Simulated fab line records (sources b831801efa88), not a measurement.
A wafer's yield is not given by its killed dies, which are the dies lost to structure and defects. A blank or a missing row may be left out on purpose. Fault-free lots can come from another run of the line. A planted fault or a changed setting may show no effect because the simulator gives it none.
A struck lot beside a sound one + flow sky130 + 34 steps out of a route of 708
Sound: these wafers, L929.2, L929.3, L929.5. The struck wafers were L914.2, L914.5, L914.6. Last of all comes the cause.
Each step with rows lists, per side, the tool, then ch with its chambers, then its first start. Under that, the readings that differ: sound wafers + struck wafers + difference of the means + sigmas: that difference in standard deviations of wafers without a fault.
alike: a reading whose means differ by less than 2 such deviations, as well as words and numbers matching on both sides. not compared: withheld readings; readings where some wafer has no value; bounds like >300 that might hide an equal value; numbers whose values overlap and for which the record gives no deviation.
Wherever a step has rows on one side only, a row that says differs or no value, or a row with sigmas, the two part there. Numbers that have no deviation but don't overlap get no sigmas and don't part them. A reading missing from all wafers of one side parts the sides only when that side holds two or more wafers.

first, 9 steps without rows for these wafers: SKY_VIA1_ETCH_14 (etches BARC in N2/H2, stops on SiO2, time 45.9 s, target depth 60 nm); SKY_VIA1_ETCH_15 (etches SiO2 in C4F8/O2/Ar, stops on TiN, target depth 351 nm, time 54 s); SKY_VIA1_STRIP_16 (strips in O2/N2); SKY_VIA1_STRIP_17 (strips in post etch residue remover, time 1200 s); SKY_VIA1_CLEAN_18 (cleans in IPA, time 180 s); SKY_VIA1_CLEAN_19 (cleans in O3/DIW); SKY_VIA1_SPUTTER_20 (material TiN, target thk 20 nm, time 80 s); SKY_VIA1_CVD_21 (deposits W, target thk 270 nm, time 80.902 s); SKY_VIA1_CMP_24 (polishes, stops on SiO2, t overpolish 15 s, target thk 0 nm).
SKY_METAL2_SPUTTER_00: material Ti, target thk 15 nm, time 10 s.
  struck on pvdSputter-02, day 37 06:37; sound on pvdSputter-01, day 41 21:52
  alike: throttleValvePct
then, 23 steps without rows for these wafers: SKY_METAL2_SPUTTER_01 (material TiN, target thk 20 nm, time 16.7 s); SKY_METAL2_SPUTTER_02 (material AlCu, target thk 250 nm, time 13.3 s); SKY_METAL2_SPUTTER_03 (material Ti, target thk 5 nm, time 3.3 s); SKY_METAL2_SPUTTER_04 (material TiN, target thk 70 nm, time 58.3 s); SKY_METAL2_DEHYDRATE_07 (time 60 s); SKY_METAL2_HMDS_08 (prime time 60 s); SKY_METAL2_COAT_09 (resist thk 60 nm); SKY_METAL2_COAT_10 (resist thk 450 nm); SKY_METAL2_SOFTBAKE_11 (time 90 s); SKY_METAL2_EXPOSE_12 (exposes mask MM2, target cd 140 nm); SKY_METAL2_PEB_13; SKY_METAL2_DEVELOP_14 (develop time 60 s); SKY_METAL2_DESCUM_17 (chemistry O2, time 8 s); SKY_METAL2_ETCH_18 (etches BARC in N2/H2, stops on SiO2, time 45.9 s, target depth 60 nm); SKY_METAL2_METAL_ETCH_19 (etches the open film in Cl2/BCl3, stops on SiO2, target depth 360 nm, time 78 s); SKY_METAL2_STRIP_20 (strips in O2/N2); SKY_METAL2_STRIP_21 (strips in post etch residue remover, time 1200 s); SKY_METAL2_CLEAN_22 (cleans in IPA, time 180 s); SKY_METAL2_CLEAN_23 (cleans in O3/DIW); SKY_VIA2_HDPCVD_00 (deposits SiO2, target thk 1180 nm, time 196.7 s); SKY_VIA2_CMP_02 (polishes SiO2); SKY_VIA2_DEHYDRATE_04 (time 60 s); SKY_VIA2_HMDS_05 (prime time 60 s).
-- the record jumps here: 11 days lie between the struck wafers' starts before and after (it left off in module VIA2 and takes up again in module PAD_OPEN, whose first step shown is number 708 of the route) --
SKY_PAD_OPEN_PROBE_99:
  struck on prober-01, day 48 15:13; sound on prober-01, day 51 19:10
| reading                               | sound              | struck            | difference | sigmas |
|---------------------------------------|--------------------|-------------------|------------|--------|
| defectLimitedYield (%)                | 84.6 79.5 82.9     | 70.9 71.3 75.4    | -9.8       | -5     |
| killed_at_M0_to_M3                    | 38 53 41           | 103 95 67         | +44        | +7     |
| killedDies                            | 76 101 84          | 143 141 121       | +48        | +5     |
| sort_bin_3_pad_short (%)              | 0.6 1.6 0.8        | 3.3 3.9 2.4       | +2.2       | +5     |
| sort_bin_5_function (%)               | 9.1 10.8 10.2      | 19.7 17.3 16.3    | +7.7       | +6     |
| sortNPass                             | 416 391 408        | 349 351 371       | -48        | -5     |
| sortYieldPct (%)                      | 84.6 79.5 82.9     | 70.9 71.3 75.4    | -9.8       | -5     |
| model.etest.tester.sortNPass          | 416 391 408        | 349 351 371       | -48        |        |
| model.etest.tester.sortYieldPct (%)   | 84.55 79.47 82.93  | 70.94 71.34 75.41 | -9.75      |        |
| model.etest.tester.sort_bin_5_pct (%) | 9.146 10.77 10.16  | 19.72 17.28 16.26 | +7.73      |        |
| model.etest.tester.sort_bin_3_pct (%) | 0.6098 1.626 0.813 | 3.252 3.862 2.439 | +2.168     |        |
  alike: killed_at_M4_up, killedAtContacts, killedAtFrontEnd, killedAtOther, killedOpen, killedShort, sort_bin_6_memory

WHERE THEY PART
Within this record, at SKY_PAD_OPEN_PROBE_99 only.

WHY: what had been put in by the simulator
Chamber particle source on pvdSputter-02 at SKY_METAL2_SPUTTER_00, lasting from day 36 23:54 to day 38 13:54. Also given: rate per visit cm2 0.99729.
